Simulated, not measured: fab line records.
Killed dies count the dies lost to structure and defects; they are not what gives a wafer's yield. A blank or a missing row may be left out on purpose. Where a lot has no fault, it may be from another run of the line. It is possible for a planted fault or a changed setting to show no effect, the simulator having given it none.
fab line records -- flow sky130
[record] lots = 14, wafers = 42, last_day = 50
route steps=708 shown VIA1@472 VIA2@510
lots that met no fault: from a run of the same line without faults
start_h: hours from the record's opening day to when the first of the lot's shown wafers began -- wait_h: hours from the lot's prior step to this one -- " unchanged from the row above -- L1.1+2: a row that stands for several wafers -- - no value, or no start was given -- * or withheld: withheld -- < > ~ a bound
route shown NAME@n: NAME is a module with steps in the file, n the number in the route of the first one -- usual: mean/standard deviation taken from wafers without a fault -- same: alike in all rows -- chamber/n: place in a boat -- sites: each site's reading -- _std_site: their standard deviation -- _edge_site: the outer-site mean with the inner-site mean subtracted -- radius_mm: how far each site lies from the wafer's centre -- mask NAME#n: copy n -- behind: the last tool/chamber to shape the wafer -- hold: the reason the lot was held/the length of the hold in hours/how it ended -- device: names the non-switching transistor (n, p or np) -- end of line: the tests these same wafers got at the end of their route -- a step given without rows: its recipe and nothing more -- killed: dies lost to structure and defects at the first sort, not the wafer's yield -- map: the dies of a wafer, with x for killed, . for not killed, _ for no die there
set.NAME: the setting as run; set.NAME@STEP: as run at that earlier step -- model.NAME: the simulator's own value behind a step, which no gauge read
the route's steps for a sample of lots (tables are steps, rows are wafers)
services: when a tool's chamber went out of use (start_h, in hours from the record's first day, below 0 if earlier), for how many hours, and the reason
[[steps]]
[step SKY_VIA1_ETCH_14]
[recipe] chemistry = N2/H2, target = BARC, ion_energy_ev = 200, source_w = 500, bias_w = 100, pressure_mtorr = 30, n2_flow_sccm = 100, h2_flow_sccm = 200, stop_on = SiO2, time_s = 45.9, target_depth_a = 600
[usual] drypump_motor_current_A = 5.7/0.46, n2_flow_sccm = 99.98/0.26, oes_product_au = 0.854/0.0048, throttle_valve_pct = 13.225/0.0085
lot.wafer,tool,chamber,start_h,wait_h,drypump_motor_current_A,n2_flow_sccm,oes_product_au,rf_hours_counter_h,throttle_valve_pct
L742.1,rie_diel-03,1,788.74,0.0,6.5,99.60,0.854,5,13.224
L742.3,rie_diel-03,0,788.74,0.0,5.1,100.21,0.861,13,13.215
L742.4,rie_diel-03,2,788.74,0.0,6.2,100.07,0.852,6,13.234
L743.4,rie_diel-02,0,790.32,0.0,5.3,100.15,0.862,2,13.229
L743.5,rie_diel-02,3,790.32,0.0,5.8,99.64,0.856,-,13.233
L743.6,rie_diel-02,0,790.32,0.0,5.3,100.08,0.854,-,13.213
L744.3,rie_diel-01,2,811.24,0.0,4.8,99.80,0.853,8,13.241
L744.5,rie_diel-01,3,811.24,0.0,5.7,99.60,0.856,-,13.231
L744.6,rie_diel-01,2,811.24,0.0,4.8,99.85,0.856,-,13.225
L746.2,rie_diel-03,0,834.79,0.0,5.1,100.21,0.852,14,13.211
L746.3,rie_diel-03,3,834.79,0.0,5.8,100.13,0.845,21,13.220
L746.5,rie_diel-03,2,834.79,0.0,6.2,100.26,0.854,-,13.224
L749.1,rie_diel-01,0,846.14,0.0,5.7,99.50,0.853,0,13.223
L749.3,rie_diel-01,2,846.14,0.0,4.9,100.03,0.856,9,13.228
L749.4,rie_diel-01,3,846.14,0.0,5.8,100.07,0.854,8,13.224
L750.3,rie_diel-03,0,859.14,0.0,5.1,99.83,0.856,15,13.224
L750.5,rie_diel-03,2,859.14,0.0,6.3,100.22,0.849,-,13.228
L750.6,rie_diel-03,3,859.14,0.0,5.9,100.20,0.859,-,13.230
L753.2,rie_diel-02,2,879.26,0.0,5.8,100.16,0.856,14,13.230
L753.3,rie_diel-02,0,879.26,0.0,5.3,99.83,0.854,6,13.210
L753.4,rie_diel-02,1,879.26,0.0,6.2,99.76,0.856,-,13.226
L757.1,rie_diel-03,3,911.02,0.0,5.8,99.75,0.848,24,13.213
L757.2,rie_diel-03,0,911.02,0.0,5.1,100.34,0.850,17,13.213
L757.4,rie_diel-03,1,911.02,0.0,6.5,99.59,0.845,9,13.229
L758.2,rie_diel-01,1,917.31,0.0,5.1,100.13,0.851,10,13.217
L758.3,rie_diel-01,2,917.31,0.0,4.9,100.07,0.860,11,13.222
L758.6,rie_diel-01,3,917.31,0.0,5.8,100.09,0.862,-,13.216
L761.1,rie_diel-02,0,932.01,0.0,5.3,99.90,0.855,7,13.233
L761.2,rie_diel-02,1,932.01,0.0,6.2,100.13,0.854,21,13.234
L761.5,rie_diel-02,0,932.01,0.0,5.3,99.44,0.855,-,13.229
L762.1,rie_diel-03,3,935.44,0.0,5.8,99.72,0.852,24,13.235
L762.5,rie_diel-03,2,935.44,0.0,6.2,100.03,0.853,-,13.239
L762.6,rie_diel-03,1,935.44,0.0,6.5,99.97,0.853,-,13.231
L763.1,rie_diel-03,2,940.61,0.0,6.2,99.68,0.850,10,13.224
L763.3,rie_diel-03,0,940.61,0.0,5.1,100.16,0.858,17,13.227
L763.4,rie_diel-03,1,940.61,0.0,6.5,99.74,0.853,9,13.234
L764.1,rie_diel-01,2,953.21,0.0,4.8,100.39,0.856,11,13.210
L764.2,rie_diel-01,1,953.21,0.0,5.1,100.24,0.855,11,13.227
L764.5,rie_diel-01,2,953.21,0.0,4.9,99.59,0.855,-,13.220
L765.2,rie_diel-02,1,967.54,0.0,6.2,99.65,0.852,22,13.227
L765.4,rie_diel-02,3,967.54,0.0,5.8,100.01,0.854,22,13.234
L765.6,rie_diel-02,3,967.54,0.0,5.8,99.98,0.853,-,13.224
[step SKY_VIA1_CVD_21]
[recipe] material = W, target_thk_nm = 270, time_s = 80.902, temp_c = 400, pressure_torr = 40
[usual] heater_power_w = 873/63
lot.wafer,tool,chamber,start_h,wait_h,heater_power_w
L742.1,cvd_w-02,0,789.57,0.0,976
L742.3,cvd_w-02,0,789.57,0.0,946
L742.4,cvd_w-02,1,789.57,0.0,776
L743.4,cvd_w-02,0,791.17,0.1,970
L743.5,cvd_w-02,0,791.17,0.1,928
L743.6,cvd_w-02,1,791.17,0.1,781
L744.3,cvd_w-01,1,812.07,0.1,874
L744.5,cvd_w-01,1,812.07,0.1,891
L744.6,cvd_w-01,0,812.07,0.1,915
L746.2,cvd_w-01,0,835.53,0.0,925
L746.3,cvd_w-01,0,835.53,0.0,940
L746.5,cvd_w-01,0,835.53,0.0,904
L749.1,cvd_w-01,0,846.88,0.0,913
L749.3,cvd_w-01,0,846.88,0.0,924
L749.4,cvd_w-01,1,846.88,0.0,880
L750.3,cvd_w-02,0,859.91,0.1,940
L750.5,cvd_w-02,1,859.91,0.1,807
L750.6,cvd_w-02,0,859.91,0.1,938
L753.2,cvd_w-01,1,880.00,0.0,901
L753.3,cvd_w-01,1,880.00,0.0,881
L753.4,cvd_w-01,0,880.00,0.0,912
L757.1,cvd_w-01,1,911.76,0.0,909
L757.2,cvd_w-01,0,911.76,0.0,936
L757.4,cvd_w-01,1,911.76,0.0,904
L758.2,cvd_w-02,1,918.05,0.0,772
L758.3,cvd_w-02,1,918.05,0.0,766
L758.6,cvd_w-02,1,918.05,0.0,777
L761.1,cvd_w-02,0,932.75,0.0,819
L761.2,cvd_w-02,1,932.75,0.0,807
L761.5,cvd_w-02,1,932.75,0.0,769
L762.1,cvd_w-02,0,936.18,0.0,823
L762.5,cvd_w-02,1,936.18,0.0,763
L762.6,cvd_w-02,0,936.18,0.0,828
L763.1,cvd_w-02,1,941.35,0.0,782
L763.3,cvd_w-02,1,941.35,0.0,778
L763.4,cvd_w-02,0,941.35,0.0,848
L764.1,cvd_w-02,1,953.99,0.0,769
L764.2,cvd_w-02,0,953.99,0.0,838
L764.5,cvd_w-02,1,953.99,0.0,768
L765.2,cvd_w-01,1,968.28,0.0,886
L765.4,cvd_w-01,1,968.28,0.0,906
L765.6,cvd_w-01,0,968.28,0.0,948
[step SKY_VIA2_BOW_MEAS_03]
[recipe] mode = bow
[usual] VIA2_BOW = 86/7.6
lot.wafer,tool,chamber,start_h,wait_h,VIA2_BOW[um]
L742.1,film_metro-04,-,818.79,0.2,104
L742.3,film_metro-04,-,818.79,0.2,87
L742.4,film_metro-04,-,818.79,0.2,85
L743.4,film_metro-02,-,820.46,0.2,82
L743.5,film_metro-02,-,820.46,0.2,95
L743.6,film_metro-02,-,820.46,0.2,94
L744.3,film_metro-01,-,839.91,0.3,86
L744.5,film_metro-01,-,839.91,0.3,95
L744.6,film_metro-01,-,839.91,0.3,86
L746.2,film_metro-01,-,863.67,0.1,80
L746.3,film_metro-01,-,863.67,0.1,80
L746.5,film_metro-01,-,863.67,0.1,84
L749.1,film_metro-02,-,875.58,0.2,84
L749.3,film_metro-02,-,875.58,0.2,97
L749.4,film_metro-02,-,875.58,0.2,67
L750.3,film_metro-04,-,887.69,0.1,91
L750.5,film_metro-04,-,887.69,0.1,82
L750.6,film_metro-04,-,887.69,0.1,91
L753.2,film_metro-04,-,907.89,0.1,90
L753.3,film_metro-04,-,907.89,0.1,86
L753.4,film_metro-04,-,907.89,0.1,85
L757.1,film_metro-04,-,938.09,0.1,90
L757.2,film_metro-04,-,938.09,0.1,83
L757.4,film_metro-04,-,938.09,0.1,91
L758.2,film_metro-01,-,945.02,0.3,97
L758.3,film_metro-01,-,945.02,0.3,98
L758.6,film_metro-01,-,945.02,0.3,100
L761.1,film_metro-01,-,959.24,0.1,81
L761.2,film_metro-01,-,959.24,0.1,82
L761.5,film_metro-01,-,959.24,0.1,82
L762.1,film_metro-01,-,963.25,0.1,86
L762.5,film_metro-01,-,963.25,0.1,85
L762.6,film_metro-01,-,963.25,0.1,84
L763.1,film_metro-04,-,967.22,0.2,101
L763.3,film_metro-04,-,967.22,0.2,86
L763.4,film_metro-04,-,967.22,0.2,80
L764.1,film_metro-02,-,980.24,0.1,74
L764.2,film_metro-02,-,980.24,0.1,73
L764.5,film_metro-02,-,980.24,0.1,76
L765.2,film_metro-04,-,993.90,0.2,85
L765.4,film_metro-04,-,993.90,0.2,79
L765.6,film_metro-04,-,993.90,0.2,84
[step SKY_VIA2_EXPOSE_09]
[recipe] mask_id = VIM2, na = 0.8, source_shape = annular, sigma_inner = 0.55, sigma_outer = 0.85, target_cd_nm = 200, dose_mj = 38
[same] na = 0.8
lot.wafer,tool,chamber,start_h,wait_h,mask
L742.1+3+4,krf_scanner-01,0,832.08,-,VIM2#0
L743.4+5+6,krf_scanner-02,0,834.03,-,VIM2#0
L744.3+5+6,krf_scanner-02,0,853.07,-,VIM2#0
L746.2+3+5,krf_scanner-02,0,877.05,-,VIM2#0
L749.1+3+4,krf_scanner-01,0,888.86,-,VIM2#0
L750.3+5+6,krf_scanner-01,0,900.97,-,VIM2#0
L753.2+3+4,krf_scanner-01,0,920.63,-,VIM2#0
L757.1+2+4,krf_scanner-02,0,951.26,-,VIM2#0
L758.2+3+6,krf_scanner-02,0,957.47,-,VIM2#0
L761.1+2+5,krf_scanner-01,0,972.01,-,VIM2#0
L762.1+5+6,krf_scanner-02,0,976.31,-,VIM2#0
L763.1+3+4,krf_scanner-01,0,979.62,-,VIM2#0
L764.1+2+5,krf_scanner-02,0,992.22,-,VIM2#0
L765.2+4+6,krf_scanner-02,0,1005.32,-,VIM2#0
[step SKY_VIA2_CD_MEAS_12]
[recipe] target_cd_nm = 200
[usual] cd_nm = 199.9/1.6
lot.wafer,tool,chamber,start_h,wait_h,cd_nm
L742.1,cd_sem-02,-,844.93,-,200.5
L742.3,cd_sem-02,-,844.93,-,201.6
L742.4,cd_sem-02,-,844.93,-,202.2
L743.4,cd_sem-02,-,846.51,-,198.6
L743.5,cd_sem-02,-,846.51,-,200.7
L743.6,cd_sem-02,-,846.51,-,199.8
L744.3,cd_sem-02,-,866.43,-,197.5
L744.5,cd_sem-02,-,866.43,-,198.3
L744.6,cd_sem-02,-,866.43,-,196.8
L746.2,cd_sem-02,-,889.41,-,197.5
L746.3,cd_sem-02,-,889.41,-,196.6
L746.5,cd_sem-02,-,889.41,-,197.8
L749.1,cd_sem-02,-,901.40,-,200.2
L749.3,cd_sem-02,-,901.40,-,198.7
L749.4,cd_sem-02,-,901.40,-,201.0
L750.3,cd_sem-02,-,912.78,-,169.4
L750.5,cd_sem-02,-,912.78,-,200.7
L750.6,cd_sem-02,-,912.78,-,200.7
L753.2,cd_sem-02,-,932.56,-,202.1
L753.3,cd_sem-02,-,932.56,-,168.3
L753.4,cd_sem-02,-,932.56,-,168.6
L757.1,cd_sem-01,-,962.80,-,199.7
L757.2,cd_sem-01,-,962.80,-,200.1
L757.4,cd_sem-01,-,962.80,-,200.0
L758.2,cd_sem-02,-,969.46,-,200.9
L758.3,cd_sem-02,-,969.46,-,198.6
L758.6,cd_sem-02,-,969.46,-,200.6
L761.1,cd_sem-01,-,983.38,-,198.6
L761.2,cd_sem-01,-,983.38,-,200.4
L761.5,cd_sem-01,-,983.38,-,199.4
L762.1,cd_sem-02,-,987.25,-,201.3
L762.5,cd_sem-02,-,987.25,-,202.0
L762.6,cd_sem-02,-,987.25,-,201.3
L763.1,cd_sem-01,-,990.70,-,201.6
L763.3,cd_sem-01,-,990.70,-,199.8
L763.4,cd_sem-01,-,990.70,-,200.3
L764.1,cd_sem-02,-,1003.50,-,200.2
L764.2,cd_sem-02,-,1003.50,-,200.0
L764.5,cd_sem-02,-,1003.50,-,199.9
L765.2,cd_sem-02,-,1016.76,-,199.3
L765.4,cd_sem-02,-,1016.76,-,200.8
L765.6,cd_sem-02,-,1016.76,-,199.8
[[services]]
tool,chamber,start_h,hours,kind
krf_scanner-02,-,778.31,1.0,pm
krf_scanner-01,-,780.48,0.8,pm
krf_scanner-01,-,787.71,4.0,pm
rie_diel-01,2,788.99,5.4,repair
krf_scanner-02,-,792.00,7.2,pm
cvd_w-02,1,798.25,3.5,repair
rie_diel-02,2,801.76,8.7,repair
rie_diel-02,1,807.08,19.8,repair
krf_scanner-02,-,814.85,1.3,pm
krf_scanner-01,-,835.38,1.3,pm
rie_diel-02,1,839.09,4.4,repair
krf_scanner-02,-,846.50,3.6,pm
rie_diel-01,2,849.38,7.2,repair
cvd_w-02,-,872.98,2.8,pm
krf_scanner-02,-,880.39,0.6,repair
krf_scanner-02,-,893.93,0.8,pm
krf_scanner-01,-,902.47,1.0,pm
cvd_w-02,-,904.00,14.0,pm
rie_diel-03,0,920.66,7.9,repair
krf_scanner-02,-,947.31,1.0,pm
krf_scanner-01,-,949.28,0.8,pm
rie_diel-03,-,976.87,0.4,repair
krf_scanner-02,-,977.04,4.4,pm
krf_scanner-02,-,990.75,1.3,pm
[[key]]
[first_sign] step = SKY_VIA2_CD_MEAS_12, reading = cd_nm, direction = down, sigmas = 20, usual = 199.9, struck = 168.8
effect none on later readings
met_at SKY_VIA2_EXPOSE_09
struck_lots L750,L753
struck_wafers L750.3,L753.3,L753.4
sort_left_out L750.3,L753.3,L753.4
not_acting_at SKY_VIA1_ETCH_14,SKY_VIA1_CVD_21,SKY_VIA2_BOW_MEAS_03
onset_between 888.86 900.97
[fault] kind = process_parameter_drift, tool = krf_scanner-01, chamber = -, onset_h = 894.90, steps = SKY_VIA2_EXPOSE_09, channel = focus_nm, offset = 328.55, shape = step, end_h = 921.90, scope = struck_wafers_only
// sort_left_out: the simulated sort isn't trusted on such a fault, so these wafers' sort isn't shown, and their yield isn't known
